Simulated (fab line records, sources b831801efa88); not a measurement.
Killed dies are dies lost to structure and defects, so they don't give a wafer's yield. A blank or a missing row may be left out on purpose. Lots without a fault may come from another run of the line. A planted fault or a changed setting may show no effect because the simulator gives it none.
Chamber matching | flow gf180mcu | GF_STI_ETCH_14 on rie_si-02: 4 sister chambers
The step etches Si in HBr/Cl2/O2, target depth 360 nm, time 102.9 s. 14 wafers are shown with their chamber, then 7 later ones without.

WAFERS WITH THEIR CHAMBER
wafer  | chamber | drypump_motor_current_A (A) | oes_product_au (a.u.) | throttle_valve_pct (%)
L845.1 | 0       | 6.1                         | 1.001                 | 25.652
L845.3 | 3       | 5.3                         | 0.998                 | 25.659
L845.6 | 0       | 6.1                         | 1.002                 | 25.662
L846.3 | 3       | 5.3                         | 1.011                 | 25.644
L846.4 | 1       | 4.9                         | 1.002                 | 25.666
L846.6 | 2       | 5.8                         | 0.994                 | 25.654
L849.3 | 1       | 4.9                         | 0.991                 | 25.666
L849.4 | 2       | 5.8                         | 1.001                 | 25.656
L849.6 | 1       | 4.9                         | 0.994                 | 25.639
L850.2 | 2       | 5.8                         | 0.996                 | 25.654
L850.5 | 3       | 5.4                         | 0.991                 | 25.664
L850.6 | 2       | 5.8                         | 0.999                 | 25.654
L852.1 | 3       | 5.3                         | 1.005                 | 25.660
L852.5 | 0       | 6.1                         | 1.000                 | 25.657

SIGNATURES (means of the wafers above)
reading                 | chamber 0 | chamber 1 | chamber 2 | chamber 3 | scatter within a chamber
drypump_motor_current_A | 6.100     | 4.900     | 5.800     | 5.325     | 0.0274
oes_product_au          | 1.00100   | 0.99567   | 0.99750   | 1.00125   | 0.00566
throttle_valve_pct      | 25.65700  | 25.65700  | 25.65450  | 25.65675  | 0.00877
Rule: a wafer's distance from a chamber is the root of the sum, over the readings, of the square of ((its reading less the chamber's mean) divided by the reading's scatter). The wafer belongs to the nearest chamber; if the next one is less than 2 further off, it can't be placed. The scatter: the root of (the sum of the squares of (reading less its chamber's mean) over the shown wafers, divided by (wafers less chambers)).

WAFERS WITHOUT THEIR CHAMBER
wafer  | drypump_motor_current_A (A) | oes_product_au (a.u.) | throttle_valve_pct (%)
L852.6 | 4.9                         | 1.003                 | 25.647
L862.1 | 6.1                         | 0.991                 | 25.643
L862.3 | 5.8                         | 1.009                 | 25.656
L862.4 | 4.9                         | 1.001                 | 25.651
L865.1 | 6.1                         | 1.006                 | 25.648
L865.4 | 5.8                         | 1.009                 | 25.658
L865.6 | 6.1                         | 0.990                 | 25.664

WHICH CHAMBER EACH WENT THROUGH
wafer  | from the rows above | in truth
L852.6 | 1                   | 1
L862.1 | 0                   | 0
L862.3 | 2                   | 2
L862.4 | 1                   | 1
L865.1 | 0                   | 0
L865.4 | 2                   | 2
L865.6 | 0                   | 0
Placed correctly: 7 of 7. Can't be placed from these rows: 0. Placed wrongly: 0.
